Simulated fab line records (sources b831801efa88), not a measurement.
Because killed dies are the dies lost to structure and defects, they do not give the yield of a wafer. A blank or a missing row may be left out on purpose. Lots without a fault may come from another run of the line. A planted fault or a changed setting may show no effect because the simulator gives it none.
Comparing a struck lot with a sound one / flow sky130 / 43 steps out of a route of 708
Sound: wafers L152.1, L152.3, L152.4. Wafers struck: L169.1, L169.3, L169.6. The cause is given at the end.
Order at every step that has rows: each side's tool, ch and its chambers, its first start. Under that, the readings that differ: sound wafers / struck wafers / difference of the means / sigmas: that difference in standard deviations of wafers without a fault.
alike: words and numbers the same on both sides, and readings whose means are apart by under 2 such deviations; not compared: readings that were withheld, readings missing a value for some wafer, numbers with overlapping values and no deviation given by the record, and bounds like >300 which may hide the same value.
The two part at a step that has a row with sigmas, a row that says differs or no value, or rows on one side only. Non-overlapping numbers with no deviation appear without sigmas and do not part them. A reading that every wafer of one side lacks parts them only if that side has two wafers or more.

first, 1 step without rows for these wafers: SKY_LDD_HVN_IMPLANT_08.
SKY_LDD_HVN_STRIP_09: strips in O2/N2.
  sound on plasma asher-03 ch 0,1, day 20 13:09; struck on plasma asher-03 ch 1, day 26 22:11
  alike: drypump motor current A, o2 flow sccm, oes product au, strip time to endpoint s
  not compared: rf hours counter h
SKY_LDD_HVN_TW_MEAS_10:
  sound on film metro-02 at day 20 13:15; struck on film metro-01 at day 26 22:17
  alike: LDD_HVN_TW
then, 7 steps without rows for these wafers: SKY_LDD_HVP_DEHYDRATE_00 (time 60 s); SKY_LDD_HVP_HMDS_01 (prime time 60 s); SKY_LDD_HVP_COAT_02 (resist thk 300 nm); SKY_LDD_HVP_SOFTBAKE_03 (time 60 s); SKY_LDD_HVP_EXPOSE_04 (exposes mask HVPTM, target cd 700 nm); SKY_LDD_HVP_PEB_05; SKY_LDD_HVP_DEVELOP_06 (develop time 60 s).
SKY_LDD_HVP_OVL_MEAS_07:
  sound on overlay-02 at day 21 19:56; struck on overlay-02 at day 28 03:11
  alike: LDD_HVP_OVL
after that, 1 step had no rows for these wafers: SKY_LDD_HVP_IMPLANT_08.
SKY_LDD_HVP_STRIP_09: strips in O2/N2.
  sound on plasma asher-02 ch 0,1, day 21 20:07; struck on plasma asher-04 ch 1, day 28 03:22
reading=drypump motor current A (A); sound=5.0 5.6 5.0; struck=6.6 6.6 6.6; difference=+1.4; sigmas=+2
  alike: o2 flow sccm, oes product au, strip time to endpoint s
  not compared: rf hours counter h
SKY_LDD_HVP_TW_MEAS_10:
  sound on film metro-02 at day 21 20:13; struck on film metro-04 at day 28 03:28
  alike: LDD_HVP_TW
then, 7 steps without rows for these wafers: SKY_LDD_LDN_DEHYDRATE_00 (time 60 s); SKY_LDD_LDN_HMDS_01 (prime time 60 s); SKY_LDD_LDN_COAT_02 (resist thk 1140 nm); SKY_LDD_LDN_SOFTBAKE_03 (time 60 s); SKY_LDD_LDN_EXPOSE_04 (exposes mask LDNTM, target cd 700 nm); SKY_LDD_LDN_PEB_05; SKY_LDD_LDN_DEVELOP_06 (develop time 59.24 s).
SKY_LDD_LDN_OVL_MEAS_07:
  sound on overlay-01 at day 23 02:45; struck on overlay-02 at day 29 06:52
  alike: LDD_LDN_OVL
then, 4 steps without rows for these wafers: SKY_LDD_LDN_IMPLANT_08; SKY_LDD_LDN_IMPLANT_09; SKY_LDD_LDN_IMPLANT_10; SKY_LDD_LDN_IMPLANT_11.
SKY_LDD_LDN_STRIP_12: strips in O2/N2.
  sound on plasma asher-04 ch 0,1, day 23 03:31; struck on plasma asher-02 ch 0,1, day 29 07:31
  alike: drypump motor current A, o2 flow sccm, oes product au, strip time to endpoint s
  not compared: rf hours counter h
SKY_LDD_LDN_TW_MEAS_13:
  sound on film metro-03 at day 23 03:37; struck on film metro-04 at day 29 07:37
  alike: LDD_LDN_TW
then, 2 steps without rows for these wafers: SKY_LDD_LDN_CLEAN_14 (cleans in SC1/SC2, time 150 s); SKY_SPACER_CVD_00 (deposits Si3N4 from DCS/NH3, target thk 43.1 nm, time 740 s).
SKY_SPACER_THK_MEAS_01:
  sound on film metro-04 at day 23 05:35; struck on film metro-01 at day 29 09:56
  alike: SPACER_CVD_00_THK
SKY_SPACER_ETCHBACK_02: etches Si3N4 in CH3F/O2, stops on SiO2, time 46.7 s, target depth 45 nm.
  sound on rie diel-01 ch 0,1,2, day 23 05:39; struck on rie diel-03 ch 1,3, day 29 10:00
  alike: drypump motor current A, oes product au, rf fwd power W, throttle valve pct
  not compared: rf hours counter h
then, 8 steps without rows for these wafers: SKY_POLY_CUT_DEHYDRATE_00 (time 60 s); SKY_POLY_CUT_HMDS_01 (prime time 60 s); SKY_POLY_CUT_COAT_02 (resist thk 60 nm); SKY_POLY_CUT_COAT_03 (resist thk 450 nm); SKY_POLY_CUT_SOFTBAKE_04 (time 90 s); SKY_POLY_CUT_EXPOSE_05 (exposes mask NPCM, target cd 270 nm); SKY_POLY_CUT_PEB_06; SKY_POLY_CUT_DEVELOP_07 (develop time 60 s).
SKY_POLY_CUT_CD_MEAS_08: the cd target is 270 nm.
  sound on cd sem-02 at day 24 10:46; struck on cd sem-02 at day 30 12:40
  alike: cd nm
SKY_POLY_CUT_OVL_MEAS_09:
  sound on overlay-01 at day 24 10:53; struck on overlay-02 at day 30 12:47
  alike: POLY_CUT_OVL
-- record jumps: 19 days separate the struck wafers' starts on either side; left off in module POLY_CUT, taken up again in module PAD_OPEN, whose first shown step is the route's number 708 --
SKY_PAD_OPEN_PROBE_99:
  record: rows for the struck wafers here (prober-02, day 50 00:08), none for the sound ones

== WHERE THEY PART ==
At SKY_LDD_HVP_STRIP_09 first; at SKY_PAD_OPEN_PROBE_99 last (within this record only).

WHY: what had been put in by the simulator
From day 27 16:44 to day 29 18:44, plasma asher-04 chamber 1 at SKY_LDD_HVP_STRIP_09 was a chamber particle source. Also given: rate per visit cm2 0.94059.
